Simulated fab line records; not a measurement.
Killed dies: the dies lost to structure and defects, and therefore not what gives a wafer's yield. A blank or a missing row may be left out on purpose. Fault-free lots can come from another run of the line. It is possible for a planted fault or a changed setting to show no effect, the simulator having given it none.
Which of the tools did it?    flow gf180mcu    14 lots with 42 wafers sampled at 4 steps, on a route of 602 steps

## WHAT EACH GAUGE READ, for each wafer
GF_HV_LDD_CD_MEAS_19 targets a cd of 400 nm.
lot   measured      on        cdNm (nm)
L239  day 10 17:28  cdSem-01  398.2 399.9 399.8
L240  day 11 00:29  cdSem-01  399.3 402.2 399.8
L241  day 11 06:09  cdSem-01  398.5 400.5 398.3
L243  day 12 02:26  cdSem-02  400.7 399.3 400.4
L244  day 12 06:13  cdSem-01  399.1 398.4 396.5
L245  day 12 15:02  cdSem-02  397.7 400.8 398.2
L246  day 13 03:08  cdSem-02  402.7 402.1 402.6
L247  day 13 08:49  cdSem-02  403.3 401.9 401.5
L248  day 13 12:07  cdSem-01  397.5 398.7 398.5
L249  day 13 21:53  cdSem-01  400.2 399.8 399.7
L257  day 16 14:20  cdSem-01  399.3 399.4 398.6
L258  day 16 17:35  cdSem-01  401.5 399.9 403.1
L260  day 17 14:22  cdSem-02  398.9 398.9 400.0
L261  day 17 18:24  cdSem-02  400.7 401.5 401.3

GF_NSD_TW_MEAS_12.
lot   measured      on            NSD_TW
L239  day 13 07:49  filmMetro-01  4245 4255 4237
L240  day 13 14:22  filmMetro-02  4328 4315 4311
L241  day 13 22:04  filmMetro-02  4343 4328 4330
L243  day 14 20:20  filmMetro-02  4312 4323 4308
L244  day 15 01:49  filmMetro-02  4300 4299 4290
L245  day 15 10:31  filmMetro-01  4208 4223 4209
L246  day 15 23:35  filmMetro-02  4288 4307 4293
L247  day 16 03:22  filmMetro-03  4281 4264 4272
L248  day 16 08:34  filmMetro-01  4193 4201 4223
L249  day 16 17:53  filmMetro-01  4228 4213 4202
L257  day 19 17:08  filmMetro-02  4290 4238 4265
L258  day 19 20:20  filmMetro-01  4248 4231 4212
L260  day 20 18:00  filmMetro-02  4315 4314 4336
L261  day 21 00:46  filmMetro-01  4217 4215 4189

GF_CONTACT_BOW_MEAS_05.
lot   measured      on            CONTACT_BOW (um)
L239  day 15 03:41  filmMetro-04  59 70 69
L240  day 15 09:22  filmMetro-03  63 57 58
L241  day 15 18:09  filmMetro-04  56 50 59
L243  day 16 19:05  filmMetro-04  61 56 62
L244  day 16 23:48  filmMetro-03  51 48 63
L245  day 17 09:22  filmMetro-04  73 61 65
L246  day 17 23:12  filmMetro-03  69 65 75
L247  day 18 02:58  filmMetro-03  58 55 54
L248  day 18 08:11  filmMetro-03  79 71 70
L249  day 18 17:46  filmMetro-03  72 60 49
L257  day 21 18:19  filmMetro-04  57 62 46
L258  day 21 21:55  filmMetro-04  69 74 73
L260  day 22 18:58  filmMetro-02  71 63 57
L261  day 23 01:13  filmMetro-02  63 63 68

## TOOL THAT RAN EACH LOT (tool first, then ch and the chambers of the sampled wafers, then the start)
lot   GF_VT_IMPLANT_EXPOSE_37
L239  ilineStepper-01 ch 0, day 7 04:26
L240  ilineStepper-01 ch 0, day 7 11:34
L241  ilineStepper-01 ch 0, day 7 16:58
L243  ilineStepper-02 ch 0, day 8 08:08
L244  ilineStepper-01 ch 0, day 8 14:05
L245  ilineStepper-02 ch 0, day 8 23:24
L246  ilineStepper-02 ch 0, day 9 02:26
L247  ilineStepper-02 ch 0, day 9 10:44
L248  ilineStepper-01 ch 0, day 9 16:23
L249  ilineStepper-01 ch 0, day 9 22:31
L257  ilineStepper-01 ch 0, day 12 07:20
L258  ilineStepper-01 ch 0, day 12 12:38
L260  ilineStepper-02 ch 0, day 13 05:10
L261  ilineStepper-02 ch 0, day 13 08:12
- GF_VT_IMPLANT_EXPOSE_37: exposes mask Nwell HV AREA, target cd 860 nm.

## AS READ BY THE TOOLS THEMSELVES (means over the sampled wafers that have a number; for cases with no such wafer, the mark the record gives instead)
GF_VT_IMPLANT_EXPOSE_37.
lot   tool             exposureDoseMJCm2  stageVelMmS (mm/s)
L239  ilineStepper-01  139.87             500.03
L240  ilineStepper-01  140.10             500.26
L241  ilineStepper-01  140.02             499.51
L243  ilineStepper-02  139.97             499.99
L244  ilineStepper-01  139.91             499.86
L245  ilineStepper-02  139.93             500.11
L246  ilineStepper-02  140.01             499.80
L247  ilineStepper-02  140.14             500.28
L248  ilineStepper-01  139.92             500.11
L249  ilineStepper-01  140.06             499.95
L257  ilineStepper-01  134.59             500.05
L258  ilineStepper-01  134.55             500.17
L260  ilineStepper-02  139.97             500.27
L261  ilineStepper-02  139.98             499.93

## THE ANSWER, worked out from the rows above alone
Rule: what is usual is taken from the lots themselves. The widest of any qualifying gaps counts: lots, ordered by their means at a reading, are off when they make up no more than a third of the lots, leave a main group of 4 or more, and stand apart from it by 3 or more times the standard deviation of that group's means. If all means in a main group match to the digits the tables above print for the reading, that group is not used. A lot without any number at a reading at which 4 lots or more have one is off too. Any other lot the step has rows for is counted as sound. After the gauges, taken in route order, come the tools' own readings; for these a lot's mean is taken, as printed above. At the first step where some lot is off, the reading lying furthest off is the one used; lots without a number count as furthest.
Off, at GF_VT_IMPLANT_EXPOSE_37 on exposureDoseMJCm2: L257, L258. The main group: mean 139.99, standard deviation 0.077.
If a tool, at that step or one of the process steps before it, ran each lot that is off and ran no sound lot following the first of them, it fits. One fits: ilineStepper-01 at GF_VT_IMPLANT_EXPOSE_37. Its last sound lot is L249 (day 9 22:31), its first lot that is off L257 (day 12 07:20): a fault that began between those two fits.
The tool's own readings at GF_VT_IMPLANT_EXPOSE_37 bear it out: on the lots that are off they differ by more than 5 times the standard deviation of the sound lots' means. exposureDoseMJCm2 reads 134.57 there against 139.99 on the sound lots.

## WHAT THE SIMULATOR HAD PUT IN
Process parameters drifting: ilineStepper-01 at GF_VT_IMPLANT_EXPOSE_37, beginning at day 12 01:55. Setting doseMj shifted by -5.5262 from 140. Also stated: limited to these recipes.
Shown lots that were struck: L257, L258. The rule given above showed the same thing.
